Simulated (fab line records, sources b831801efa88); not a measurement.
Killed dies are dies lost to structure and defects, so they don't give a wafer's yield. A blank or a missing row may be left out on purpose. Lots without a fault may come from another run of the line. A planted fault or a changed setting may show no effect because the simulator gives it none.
fab line records | flow gf180mcu
record lots=6 wafers=18 last_day=32
route steps=602 shown M2@362
lots that met no fault: from a run of the same line without faults
start_h: hours from the record's first day to the start of the lot's first wafer shown | wait_h: hours since the lot's step before | " the same as in the row above | L1.1+2: a row that stands for several wafers | - no value, or no start given | * or withheld: withheld | < > ~ a bound
route shown NAME@n: a module of which the file shows steps, and the number in the route of the first | usual: mean/standard deviation of fault-free wafers | same: alike in all rows | chamber/n: place in a boat | sites: the reading at each site | _std_site: their standard deviation | _edge_site: outer sites' mean less inner sites' | radius_mm: how far each site lies from the wafer's centre | mask NAME#n: copy n | behind: the tool/chamber that last shaped the wafer | hold: why the lot was held/for how many hours/how that ended | device: the transistor (n, p or np) that didn't switch | end of line: the same wafers' tests at the end of the route | a step without rows: its recipe alone | killed: dies lost to structure and defects at the first sort, not the wafer's yield | map: a wafer's dies, x killed, . not, _ none there
set.NAME: the setting as run; set.NAME@STEP: as run at that earlier step | model.NAME: the simulator's own value behind a step, which no gauge read
lots at some steps of the route; a table a step, a row a wafer
services: from which hour (start_h, from the record's first day; less than 0 if before it) a tool's chamber was out of use, for how many hours, and why
## steps
# step GF_M2_SPUTTER_00
# recipe material=Ti target_thk_nm=37.5 arriving_ion_energy_ev=80 substrate_temp_c=200 chamber_pressure_pa=2 power_w=4000 time_s=150
# step GF_M2_SPUTTER_01
# recipe material=TiN target_thk_nm=30 power_w=6500 time_s=25 chamber_pressure_pa=0.4
# usual throttle_valve_pct=29.8/1.3
# columns lot.wafer tool chamber start_h wait_h throttle_valve_pct
L879.1 pvd_sputter-01 - 453.44 0.1 27.5
L879.5 " - " " 27.6
L879.6 " - " " 30.0
L882.1 pvd_sputter-03 - 500.23 0.1 30.3
L882.2 " - " " 31.0
L882.4 " - " " 28.2
L884.1 pvd_sputter-01 - 512.71 0.1 28.9
L884.2 " - " " 29.6
L884.3 " - " " 30.5
L886.2 pvd_sputter-03 - 530.34 0.1 29.5
L886.3 " - " " 31.4
L886.4 " - " " 30.2
L887.1 pvd_sputter-01 - 537.41 0.1 28.8
L887.2 " - " " 29.3
L887.5 " - " " 28.9
L888.1 pvd_sputter-01 - 551.01 0.1 29.2
L888.2 " - " " 27.9
L888.6 " - " " 30.4
# step GF_M2_SPUTTER_02
# recipe material=AlCu target_thk_nm=450 power_w=10600 time_s=23.9 chamber_pressure_pa=0.4
# usual throttle_valve_pct=29.8/1.3
# columns lot.wafer tool chamber start_h wait_h throttle_valve_pct
L879.1 pvd_sputter-01 - 453.47 0.0 27.4
L879.5 " - " " 27.5
L879.6 " - " " 30.2
L882.1 pvd_sputter-03 - 500.26 0.0 30.4
L882.2 " - " " 31.1
L882.4 " - " " 27.9
L884.1 pvd_sputter-01 - 512.74 0.0 28.9
L884.2 " - " " 29.5
L884.3 " - " " 30.4
L886.2 pvd_sputter-03 - 530.37 0.0 29.8
L886.3 " - " " 31.1
L886.4 " - " " 30.3
L887.1 pvd_sputter-01 - 537.44 0.0 29.2
L887.2 " - " " 29.2
L887.5 " - " " 28.5
L888.1 pvd_sputter-01 - 551.04 0.0 29.3
L888.2 " - " " 27.5
L888.6 " - " " 30.3
# step GF_M2_SPUTTER_03
# recipe material=Ti target_thk_nm=10 substrate_temp_c=300 chamber_pressure_pa=0.3 power_w=3000 time_s=6.7
# usual throttle_valve_pct=29.8/1.2
# columns lot.wafer tool chamber start_h wait_h throttle_valve_pct
L879.1 pvd_sputter-01 - 453.50 0.0 27.6
L879.5 " - " " 27.7
L879.6 " - " " 30.2
L882.1 pvd_sputter-03 - 500.29 0.0 30.5
L882.2 " - " " 31.1
L882.4 " - " " 27.7
L884.1 pvd_sputter-01 - 512.77 0.0 28.9
L884.2 " - " " 29.1
L884.3 " - " " 30.1
L886.2 pvd_sputter-03 - 530.40 0.0 30.1
L886.3 " - " " 31.2
L886.4 " - " " 30.2
L887.1 pvd_sputter-01 - 537.47 0.0 29.2
L887.2 " - " " 29.5
L887.5 " - " " 28.7
L888.1 pvd_sputter-01 - 551.07 0.0 29.6
L888.2 " - " " 27.5
L888.6 " - " " 30.0
# step GF_M2_SPUTTER_04
# recipe material=TiN target_thk_nm=50 power_w=6500 time_s=41.7 chamber_pressure_pa=0.4
# usual throttle_valve_pct=29.8/1.2
# columns lot.wafer tool chamber start_h wait_h throttle_valve_pct
L879.1 pvd_sputter-01 - 453.52 0.0 27.6
L879.5 " - " " 27.2
L879.6 " - " " 30.6
L882.1 pvd_sputter-03 - 500.31 0.0 30.7
L882.2 " - " " 31.3
L882.4 " - " " 27.9
L884.1 pvd_sputter-01 - 512.79 0.0 29.1
L884.2 " - " " 29.2
L884.3 " - " " 30.5
L886.2 pvd_sputter-03 - 530.42 0.0 29.8
L886.3 " - " " 31.0
L886.4 " - " " 30.5
L887.1 pvd_sputter-01 - 537.49 0.0 29.0
L887.2 " - " " 29.4
L887.5 " - " " 28.5
L888.1 pvd_sputter-01 - 551.09 0.0 29.2
L888.2 " - " " 27.7
L888.6 " - " " 30.4
# step GF_M2_RS_MEAS_05
# recipe thk_meas_gauge=four-point-probe reads=TiN_of_M2_SPUTTER_04+Ti_of_M2_SPUTTER_03+AlCu_of_M2_SPUTTER_02+TiN_of_M2_SPUTTER_01+Ti_of_M2_SPUTTER_00
# usual M2_ALCU_RS=0.0693/0.00068
# columns lot.wafer tool chamber start_h wait_h M2_ALCU_RS[ohm/sq]
L879.1 film_metro-03 - 453.56 0.0 0.0690
L879.5 " - " " 0.0687
L879.6 " - " " 0.0682
L882.1 film_metro-02 - 500.35 0.0 0.0701
L882.2 " - " " 0.0705
L882.4 " - " " 0.0707
L884.1 film_metro-02 - 512.83 0.0 0.0698
L884.2 " - " " 0.0698
L884.3 " - " " 0.0695
L886.2 film_metro-01 - 530.48 0.0 0.0679
L886.3 " - " " 0.0691
L886.4 " - " " 0.0688
L887.1 film_metro-03 - 537.53 0.0 0.0702
L887.2 " - " " 0.0695
L887.5 " - " " 0.0693
L888.1 film_metro-03 - 551.13 0.0 0.0688
L888.2 " - " " 0.0694
L888.6 " - " " 0.0684
# step GF_M2_THK_MEAS_06
# recipe thk_meas_gauge=xrf reads=AlCu_of_M2_SPUTTER_02
# usual M2_ALCU_THK=449/4.5
# columns lot.wafer tool chamber start_h wait_h M2_ALCU_THK[nm]
L879.1 film_metro-03 - 453.68 0.1 449
L879.5 " - " " 451
L879.6 " - " " 454
L882.1 film_metro-02 - 500.47 0.1 445
L882.2 " - " " 445
L882.4 " - " " 442
L884.1 film_metro-02 - 512.95 0.1 451
L884.2 " - " " 449
L884.3 " - " " 452
L886.2 film_metro-01 - 530.59 0.1 461
L886.3 " - " " 454
L886.4 " - " " 456
L887.1 film_metro-03 - 537.65 0.1 443
L887.2 " - " " 446
L887.5 " - " " 446
L888.1 film_metro-03 - 551.25 0.1 451
L888.2 " - " " 448
L888.6 " - " " 454
# step GF_M2_DEHYDRATE_07
# recipe temp_c=200 time_s=60
# step GF_M2_HMDS_08
# recipe prime_time_s=60 prime_temp_c=120
# step GF_M2_COAT_09
# recipe resist=KrF spin_rpm=withheld resist_thk_nm=981.7
# step GF_M2_SOFTBAKE_10
# recipe temp_c=130 time_s=60 resist=KrF
# step GF_M2_EXPOSE_11
# recipe mask_id=Metal2 target_cd_nm=280 na=0.68 source_shape=conventional sigma_outer=0.6 dose_mj=28
# step GF_M2_PEB_12
# recipe peb_temp_c=135 peb_time_s=90 resist=KrF
# usual heater_power_total_W=85.70/0.078 plate_temp_C=135.01/0.13
# columns lot.wafer tool chamber start_h wait_h heater_power_total_W plate_temp_C
L879.1 litho_track-01 0 477.37 - 85.75 134.76
L879.5 " 0 " " 85.77 134.80
L879.6 " 0 " " 85.71 134.96
L882.1 litho_track-01 0 523.22 - 85.75 134.93
L882.2 " 0 " " 85.78 135.14
L882.4 " 0 " " 85.64 135.24
L884.1 litho_track-01 0 535.22 - 85.60 135.09
L884.2 " 0 " " 85.76 134.98
L884.3 " 0 " " 85.59 134.97
L886.2 litho_track-01 0 553.45 - 85.64 135.05
L886.3 " 0 " " 85.62 134.93
L886.4 " 0 " " 85.58 135.17
L887.1 litho_track-01 0 560.22 - 72.49 118.81
L887.2 " 0 " " 72.54 119.05
L887.5 " 0 " " 72.72 119.08
L888.1 litho_track-01 0 572.32 - 72.61 119.07
L888.2 " 0 " " 72.74 118.96
L888.6 " 0 " " 72.48 119.04
# step GF_M2_DEVELOP_13
# recipe develop_time_s=60 dev_temp_c=21
# step GF_M2_CD_MEAS_14
# recipe target_cd_nm=280
# usual cd_nm=280.1/1.2
# columns lot.wafer tool chamber start_h wait_h cd_nm
L879.1 cd_sem-02 - 477.72 0.1 278.7
L879.5 " - " " 278.5
L879.6 " - " " 279.5
L882.1 cd_sem-02 - 523.57 0.1 280.6
L882.2 " - " " 281.9
L882.4 " - " " 281.8
L884.1 cd_sem-01 - 535.57 0.1 279.6
L884.2 " - " " 279.6
L884.3 " - " " 280.1
L886.2 cd_sem-01 - 553.79 0.1 278.6
L886.3 " - " " 278.9
L886.4 " - " " 279.4
L887.1 cd_sem-02 - 560.57 0.1 375.7
L887.2 " - " " 376.4
L887.5 " - " " 375.5
L888.1 cd_sem-01 - 572.67 0.1 361.2
L888.2 " - " " 360.3
L888.6 " - " " 360.1
# step GF_M2_OVL_MEAS_15
# usual M2_OVL=-2/5.1
# columns lot.wafer tool chamber start_h wait_h M2_OVL[nm]
L879.1 overlay-02 - 477.84 0.1 0
L879.5 " - " " 3
L879.6 " - " " 0
L882.1 overlay-02 - 523.69 0.1 8
L882.2 " - " " 7
L882.4 " - " " 2
L884.1 overlay-02 - 535.69 0.1 2
L884.2 " - " " 3
L884.3 " - " " 3
L886.2 overlay-01 - 553.90 0.1 -5
L886.3 " - " " -5
L886.4 " - " " -3
L887.1 overlay-01 - 560.69 0.1 -4
L887.2 " - " " -8
L887.5 " - " " -7
L888.1 overlay-02 - 572.79 0.1 -12
L888.2 " - " " -4
L888.6 " - " " -8
# step GF_M2_METAL_ETCH_16
# recipe chemistry=Cl2/BCl3 mask_material=KrF target_depth_nm=627.5 stop_on=SiO2 pressure_mtorr=8 icp_w=800 bias_w=140 Cl2_flow_sccm=80 bcl3_flow_sccm=40 time_s=104.6
# usual drypump_motor_current_A=5.9/0.37 oes_product_au=0.974/0.0059 throttle_valve_pct=28.248/0.0093
# columns lot.wafer tool chamber start_h wait_h drypump_motor_current_A oes_product_au rf_hours_counter_h throttle_valve_pct model.M2.cd_nm
L879.1 rie_metal-01 1 477.88 0.0 5.8 0.986 9 28.256 275.2
L879.5 " 1 " " 5.8 0.983 - 28.245 275.5
L879.6 " 1 " " 5.8 0.988 - 28.244 275.8
L882.1 rie_metal-03 1 523.73 0.0 6.4 0.969 11 28.252 281.8
L882.2 " 0 " " 5.8 0.968 1 28.263 278.7
L882.4 " 1 " " 6.3 0.971 - 28.257 283.9
L884.1 rie_metal-03 0 535.73 0.0 5.7 0.973 2 28.252 277.4
L884.2 " 1 " " 6.3 0.964 11 28.248 283.4
L884.3 " 0 " " 5.7 0.975 - 28.242 279.9
L886.2 rie_metal-01 1 553.93 0.0 5.8 0.979 11 28.231 274.6
L886.3 " 0 " " 6.3 0.974 - 28.248 275.3
L886.4 " 1 " " 5.8 0.966 - 28.246 275.1
L887.1 rie_metal-01 1 560.73 0.0 5.8 0.966 11 28.267 375.4
L887.2 " 0 " " 6.3 0.980 8 28.252 379.7
L887.5 " 0 " " 6.3 0.974 - 28.245 375.7
L888.1 rie_metal-02 1 572.83 0.0 5.3 0.977 1 28.252 365.9
L888.2 " 0 " " 5.8 0.973 2 28.252 357.3
L888.6 " 1 " " 5.3 0.979 - 28.234 363.1
# step GF_M2_STRIP_17
# recipe chemistry=O2/N2 power_w=1400 pressure_mtorr=1500 platen_temp_c=250 o2_flow_sccm=3000 n2_flow_sccm=300 overash_fraction=0.5
# usual drypump_motor_current_A=5.9/0.44 heater_power_w=360/20 o2_flow_sccm=2999/9.1 oes_product_au=0.550/0.0048 strip_time_to_endpoint_s=7.69/0.035
# columns lot.wafer tool chamber start_h wait_h drypump_motor_current_A heater_power_w o2_flow_sccm oes_product_au rf_hours_counter_h strip_time_to_endpoint_s
L879.1 plasma_asher-02 1 478.10 0.2 6.1 348 2994 0.547 37 7.68
L879.5 " 0 " " 5.2 365 3018 0.543 - 7.65
L879.6 " 1 " " 6.1 355 2988 0.551 - 7.64
L882.1 plasma_asher-02 0 523.84 0.1 5.2 360 3000 0.555 42 7.64
L882.2 " 1 " " 6.0 349 2998 0.552 42 7.67
L882.4 " 1 " " 6.1 371 3012 0.545 - 7.64
L884.1 plasma_asher-01 1 535.84 0.1 5.7 362 2993 0.556 10 7.77
L884.2 " 0 " " 6.5 387 3002 0.557 10 7.78
L884.3 " 0 " " 6.5 390 3004 0.547 - 7.74
L886.2 plasma_asher-02 1 554.04 0.1 6.1 352 3009 0.549 45 7.67
L886.3 " 0 " " 5.2 361 2984 0.546 - 7.65
L886.4 " 1 " " 6.0 363 3015 0.544 - 7.66
L887.1 plasma_asher-03 0 560.88 0.1 6.2 315 2996 0.549 80 7.67
L887.2 " 1 " " 6.2 347 3009 0.554 80 7.68
L887.5 " 0 " " 6.2 303 2998 0.547 - 7.67
L888.1 plasma_asher-01 0 572.94 0.1 6.5 385 3003 0.544 12 7.70
L888.2 " 1 " " 5.7 365 2993 0.553 12 7.75
L888.6 " 1 " " 5.6 365 3001 0.556 - 7.72
## services
# columns tool chamber start_h hours kind
plasma_asher-01 0 430.25 - clean
plasma_asher-01 1 430.25 - clean
rie_metal-03 0 444.65 - clean
rie_metal-03 0 444.65 15.1 scheduled_down
rie_metal-03 0 444.65 15.1 vent_cycle
plasma_asher-03 - 447.28 5.6 repair
pvd_sputter-01 - 451.92 1.4 repair
rie_metal-01 0 468.22 35.3 repair
rie_metal-02 0 474.77 12.2 repair
rie_metal-01 1 480.71 10.4 repair
rie_metal-02 0 486.97 - clean
rie_metal-02 0 486.97 16.3 scheduled_down
plasma_asher-02 - 502.24 1.9 repair
rie_metal-01 - 518.32 0.4 repair
pvd_sputter-01 0 522.93 - consumable_replace:kit
pvd_sputter-01 0 522.93 18.0 scheduled_down
pvd_sputter-01 0 522.93 18.0 vent_cycle
plasma_asher-01 - 523.45 5.1 repair
plasma_asher-02 - 536.55 1.1 repair
plasma_asher-01 - 540.08 0.3 repair
rie_metal-03 - 545.33 0.5 repair
plasma_asher-01 - 555.45 14.6 pm
pvd_sputter-03 - 561.38 0.7 repair
plasma_asher-03 - 561.58 5.1 repair
## key
first_sign step=GF_M2_PEB_12 reading=heater_power_total_W direction=down sigmas=99+ usual=85.70 struck=72.60
effect step=GF_M2_PEB_12 reading=plate_temp_C direction=down sigmas=99+ usual=* struck=*
effect step=GF_M2_CD_MEAS_14 reading=cd_nm direction=up sigmas=73 usual=280.1 struck=368.2 through=control_loop
model_effect step=GF_M2_METAL_ETCH_16 value=M2.cd_nm without=281.9 struck=369.5
met_at GF_M2_PEB_12
struck_wafers L887.1,L887.2,L887.5,L888.1,L888.2,L888.6
later_rows_left_out L887.1,L887.2,L887.5,L888.1,L888.2,L888.6
sort_left_out L887.1,L887.2,L887.5,L888.1,L888.2,L888.6
loop_trim step=GF_M2_EXPOSE_11 setting=dose lots=L888
onset_between 553.45 560.22
fault kind=process_parameter_drift tool=litho_track-01 chamber=- onset_h=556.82 steps=GF_M2_PEB_12 channel=peb_temp_c offset=* shape=step end_h=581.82 acts_in=* stated=*
# sort_left_out: the simulated sort isn't trusted on such a fault, so these wafers' sort isn't shown, and their yield isn't known
# later_rows_left_out: the simulator's readings of these wafers behind a module that went badly wrong aren't trusted and aren't shown, but for the sort
# loop_trim: a control loop set the setting to another value than it would have without faults
